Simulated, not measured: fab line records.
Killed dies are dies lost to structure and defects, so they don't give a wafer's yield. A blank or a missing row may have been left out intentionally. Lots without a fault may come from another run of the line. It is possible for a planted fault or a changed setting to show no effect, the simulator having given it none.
Which tool did it? || flow gf180mcu || 12 lots with 36 wafers sampled at 6 steps, on a route of 602 steps

== WHAT EACH GAUGE READ, for each wafer ==
GF_V2_OVL_MEAS_15.
{"lot": "L879", "measured": "day 20 16:17", "on": "overlay-01", "V2_OVL (nm)": "1 -3 4"}
{"lot": "L881", "measured": "day 21 17:03", "on": "overlay-02", "V2_OVL (nm)": "-3 9 11"}
{"lot": "L880", "measured": "day 21 17:42", "on": "overlay-02", "V2_OVL (nm)": "3 7 -7"}
{"lot": "L882", "measured": "day 21 19:58", "on": "overlay-01", "V2_OVL (nm)": "-4 1 4"}
{"lot": "L883", "measured": "day 22 13:28", "on": "overlay-02", "V2_OVL (nm)": "-2 -4 -6"}
{"lot": "L886", "measured": "day 23 06:52", "on": "overlay-01", "V2_OVL (nm)": "-3 -12 -7"}
{"lot": "L892", "measured": "day 25 09:17", "on": "overlay-01", "V2_OVL (nm)": "-1 -11 -4"}
{"lot": "L893", "measured": "day 25 11:23", "on": "overlay-01", "V2_OVL (nm)": "1 8 -1"}
{"lot": "L895", "measured": "day 26 03:49", "on": "overlay-01", "V2_OVL (nm)": "-7 -3 3"}
{"lot": "L899", "measured": "day 27 11:36", "on": "overlay-01", "V2_OVL (nm)": "3 1 2"}
{"lot": "L900", "measured": "day 27 16:27", "on": "overlay-01", "V2_OVL (nm)": "1 -1 3"}
{"lot": "L901", "measured": "day 27 23:16", "on": "overlay-02", "V2_OVL (nm)": "-9 -12 0"}

GF_V2_RS_MEAS_24: measurement is done with a four-point probe.
{"lot": "L879", "measured": "day 20 17:14", "on": "filmMetro-02", "V2_W_RS (ohm/sq)": "0.3314 0.3328 0.3303"}
{"lot": "L881", "measured": "day 21 17:59", "on": "filmMetro-01", "V2_W_RS (ohm/sq)": "0.3266 0.3300 0.3320"}
{"lot": "L880", "measured": "day 21 18:37", "on": "filmMetro-02", "V2_W_RS (ohm/sq)": "0.3251 0.3255 0.3267"}
{"lot": "L882", "measured": "day 21 20:54", "on": "filmMetro-02", "V2_W_RS (ohm/sq)": "0.3259 0.3228 0.3247"}
{"lot": "L883", "measured": "day 22 14:25", "on": "filmMetro-04", "V2_W_RS (ohm/sq)": "0.3293 0.3266 0.3261"}
{"lot": "L886", "measured": "day 23 07:57", "on": "filmMetro-04", "V2_W_RS (ohm/sq)": "0.3695 0.3655 0.3713"}
{"lot": "L892", "measured": "day 25 10:13", "on": "filmMetro-01", "V2_W_RS (ohm/sq)": "0.3221 0.3247 0.3252"}
{"lot": "L893", "measured": "day 25 12:18", "on": "filmMetro-02", "V2_W_RS (ohm/sq)": "0.3278 0.3268 0.3290"}
{"lot": "L895", "measured": "day 26 04:44", "on": "filmMetro-04", "V2_W_RS (ohm/sq)": "0.3271 0.3304 0.3287"}
{"lot": "L899", "measured": "day 27 12:31", "on": "filmMetro-02", "V2_W_RS (ohm/sq)": "0.3275 0.3297 0.3314"}
{"lot": "L900", "measured": "day 27 17:24", "on": "filmMetro-01", "V2_W_RS (ohm/sq)": "0.3202 0.3262 0.3214"}
{"lot": "L901", "measured": "day 28 00:11", "on": "filmMetro-02", "V2_W_RS (ohm/sq)": "0.3237 0.3256 0.3264"}

GF_V2_THK_MEAS_25: measures by xrf.
{"lot": "L879", "measured": "day 20 17:20", "on": "filmMetro-02", "V2_W_THK (nm)": "340 336 342"}
{"lot": "L881", "measured": "day 21 18:05", "on": "filmMetro-01", "V2_W_THK (nm)": "345 342 339"}
{"lot": "L880", "measured": "day 21 18:44", "on": "filmMetro-02", "V2_W_THK (nm)": "347 345 344"}
{"lot": "L882", "measured": "day 21 21:00", "on": "filmMetro-02", "V2_W_THK (nm)": "345 349 349"}
{"lot": "L883", "measured": "day 22 14:31", "on": "filmMetro-04", "V2_W_THK (nm)": "342 346 345"}
{"lot": "L886", "measured": "day 23 08:03", "on": "filmMetro-04", "V2_W_THK (nm)": "307 312 307"}
{"lot": "L892", "measured": "day 25 10:20", "on": "filmMetro-01", "V2_W_THK (nm)": "349 348 348"}
{"lot": "L893", "measured": "day 25 12:25", "on": "filmMetro-02", "V2_W_THK (nm)": "343 341 340"}
{"lot": "L895", "measured": "day 26 04:51", "on": "filmMetro-04", "V2_W_THK (nm)": "349 344 347"}
{"lot": "L899", "measured": "day 27 12:38", "on": "filmMetro-02", "V2_W_THK (nm)": "346 342 341"}
{"lot": "L900", "measured": "day 27 17:30", "on": "filmMetro-01", "V2_W_THK (nm)": "347 342 347"}
{"lot": "L901", "measured": "day 28 00:19", "on": "filmMetro-02", "V2_W_THK (nm)": "350 348 347"}

GF_M3_THK_MEAS_06: measures by xrf.
{"lot": "L879", "measured": "day 20 18:02", "on": "filmMetro-01", "M3_ALCU_THK (nm)": "441 436 435"}
{"lot": "L881", "measured": "day 21 18:47", "on": "filmMetro-03", "M3_ALCU_THK (nm)": "434 436 438"}
{"lot": "L880", "measured": "day 21 19:26", "on": "filmMetro-03", "M3_ALCU_THK (nm)": "439 442 438"}
{"lot": "L882", "measured": "day 21 21:43", "on": "filmMetro-03", "M3_ALCU_THK (nm)": "447 441 451"}
{"lot": "L883", "measured": "day 22 15:13", "on": "filmMetro-04", "M3_ALCU_THK (nm)": "438 435 435"}
{"lot": "L886", "measured": "day 23 08:50", "on": "filmMetro-04", "M3_ALCU_THK (nm)": "439 432 437"}
{"lot": "L892", "measured": "day 25 11:02", "on": "filmMetro-04", "M3_ALCU_THK (nm)": "438 438 431"}
{"lot": "L893", "measured": "day 25 13:07", "on": "filmMetro-03", "M3_ALCU_THK (nm)": "444 451 441"}
{"lot": "L895", "measured": "day 26 05:33", "on": "filmMetro-03", "M3_ALCU_THK (nm)": "439 451 441"}
{"lot": "L899", "measured": "day 27 13:20", "on": "filmMetro-04", "M3_ALCU_THK (nm)": "441 441 450"}
{"lot": "L900", "measured": "day 27 18:12", "on": "filmMetro-04", "M3_ALCU_THK (nm)": "436 433 440"}
{"lot": "L901", "measured": "day 28 01:01", "on": "filmMetro-01", "M3_ALCU_THK (nm)": "438 447 440"}

== TOOL THAT RAN EACH LOT (tool first, then ch and the chambers of the sampled wafers, then the start) ==
{"lot": "L879", "GF_V2_SPUTTER_21": "pvdSputter-04, day 20 16:58", "GF_V2_CVD_23": "cvdW-01 ch 0,1, day 20 17:07"}
{"lot": "L881", "GF_V2_SPUTTER_21": "pvdSputter-03, day 21 17:44", "GF_V2_CVD_23": "cvdW-01 ch 0,1, day 21 17:53"}
{"lot": "L880", "GF_V2_SPUTTER_21": "pvdSputter-04, day 21 18:23", "GF_V2_CVD_23": "cvdW-02 ch 0,1, day 21 18:29"}
{"lot": "L882", "GF_V2_SPUTTER_21": "pvdSputter-03, day 21 20:39", "GF_V2_CVD_23": "cvdW-02 ch 0,1, day 21 20:47"}
{"lot": "L883", "GF_V2_SPUTTER_21": "pvdSputter-03, day 22 14:10", "GF_V2_CVD_23": "cvdW-01 ch 0,1, day 22 14:18"}
{"lot": "L886", "GF_V2_SPUTTER_21": "pvdSputter-04, day 23 07:35", "GF_V2_CVD_23": "cvdW-02 ch 1, day 23 07:46"}
{"lot": "L892", "GF_V2_SPUTTER_21": "pvdSputter-03, day 25 10:00", "GF_V2_CVD_23": "cvdW-01 ch 0,1, day 25 10:06"}
{"lot": "L893", "GF_V2_SPUTTER_21": "pvdSputter-03, day 25 12:04", "GF_V2_CVD_23": "cvdW-01 ch 0,1, day 25 12:10"}
{"lot": "L895", "GF_V2_SPUTTER_21": "pvdSputter-02, day 26 04:31", "GF_V2_CVD_23": "cvdW-01 ch 0,1, day 26 04:37"}
{"lot": "L899", "GF_V2_SPUTTER_21": "pvdSputter-02, day 27 12:17", "GF_V2_CVD_23": "cvdW-01 ch 0,1, day 27 12:23"}
{"lot": "L900", "GF_V2_SPUTTER_21": "pvdSputter-03, day 27 17:09", "GF_V2_CVD_23": "cvdW-02 ch 0,1, day 27 17:17"}
{"lot": "L901", "GF_V2_SPUTTER_21": "pvdSputter-04, day 27 23:59", "GF_V2_CVD_23": "cvdW-01 ch 0,1, day 28 00:05"}
- GF_V2_SPUTTER_21: material Ti, target thk 15 nm, time 80.02 s.
- GF_V2_CVD_23: deposits W, target thk 350 nm, time 104.94 s.

== AS READ BY THE TOOLS THEMSELVES (means over the sampled wafers that have a number; for cases with no such wafer, the mark the record gives instead) ==
GF_V2_SPUTTER_21.
{"lot": "L879", "tool": "pvdSputter-04", "throttleValvePct (%)": 31.1}
{"lot": "L881", "tool": "pvdSputter-03", "throttleValvePct (%)": 29.7}
{"lot": "L880", "tool": "pvdSputter-04", "throttleValvePct (%)": 29.9}
{"lot": "L882", "tool": "pvdSputter-03", "throttleValvePct (%)": 30.4}
{"lot": "L883", "tool": "pvdSputter-03", "throttleValvePct (%)": 29.9}
{"lot": "L886", "tool": "pvdSputter-04", "throttleValvePct (%)": 29.5}
{"lot": "L892", "tool": "pvdSputter-03", "throttleValvePct (%)": 30.3}
{"lot": "L893", "tool": "pvdSputter-03", "throttleValvePct (%)": 30.9}
{"lot": "L895", "tool": "pvdSputter-02", "throttleValvePct (%)": 29.7}
{"lot": "L899", "tool": "pvdSputter-02", "throttleValvePct (%)": 28.7}
{"lot": "L900", "tool": "pvdSputter-03", "throttleValvePct (%)": 30.0}
{"lot": "L901", "tool": "pvdSputter-04", "throttleValvePct (%)": 30.0}

GF_V2_CVD_23.
{"lot": "L879", "tool": "cvdW-01", "heaterPowerW (W)": 807, "susceptorTempC (C)": 400.20}
{"lot": "L881", "tool": "cvdW-01", "heaterPowerW (W)": 836, "susceptorTempC (C)": 400.01}
{"lot": "L880", "tool": "cvdW-02", "heaterPowerW (W)": 850, "susceptorTempC (C)": 400.02}
{"lot": "L882", "tool": "cvdW-02", "heaterPowerW (W)": 809, "susceptorTempC (C)": 400.05}
{"lot": "L883", "tool": "cvdW-01", "heaterPowerW (W)": 835, "susceptorTempC (C)": 400.07}
{"lot": "L886", "tool": "cvdW-02", "heaterPowerW (W)": 860, "susceptorTempC (C)": 393.30}
{"lot": "L892", "tool": "cvdW-01", "heaterPowerW (W)": 814, "susceptorTempC (C)": 400.11}
{"lot": "L893", "tool": "cvdW-01", "heaterPowerW (W)": 838, "susceptorTempC (C)": 399.94}
{"lot": "L895", "tool": "cvdW-01", "heaterPowerW (W)": 808, "susceptorTempC (C)": 399.86}
{"lot": "L899", "tool": "cvdW-01", "heaterPowerW (W)": 830, "susceptorTempC (C)": 400.01}
{"lot": "L900", "tool": "cvdW-02", "heaterPowerW (W)": 804, "susceptorTempC (C)": 399.87}
{"lot": "L901", "tool": "cvdW-01", "heaterPowerW (W)": 855, "susceptorTempC (C)": 399.95}

== THE ANSWER, worked out from the rows above alone ==
Rule: the usual values come from the lots themselves. The widest of any qualifying gaps counts: lots, ordered by their means at a reading, are off when they make up no more than a third of the lots, leave a main group of 4 or more, and stand apart from it by 3 or more times the standard deviation of that group's means. A main group whose means are all the same, to the digits that the tables above print for the reading, isn't used. A lot without any number at a reading at which 4 lots or more have one is off too. Any other lot the step has rows for is counted as sound. Order of review: gauges by route order, followed by the tools' own readings, for which a lot's mean as printed above is used. At the first step where some lot is off, the reading lying furthest off is the one used; lots without a number count as furthest.
Off: L886, at GF_V2_RS_MEAS_24 (V2_W_RS). Mean 0.3270 ohm/sq and standard deviation 0.0026 in the main group.
A tool fits if, at a process step before that reading, it ran every lot that is off, and no sound lot after the first of them. Not tried: the gauges at GF_V2_RS_MEAS_24; whatever is off there is also off at GF_V2_CVD_23, on other tools, and gauge error can't account for it. Of those tried, none fits.

== WHAT WAS PUT IN BY THE SIMULATOR ==
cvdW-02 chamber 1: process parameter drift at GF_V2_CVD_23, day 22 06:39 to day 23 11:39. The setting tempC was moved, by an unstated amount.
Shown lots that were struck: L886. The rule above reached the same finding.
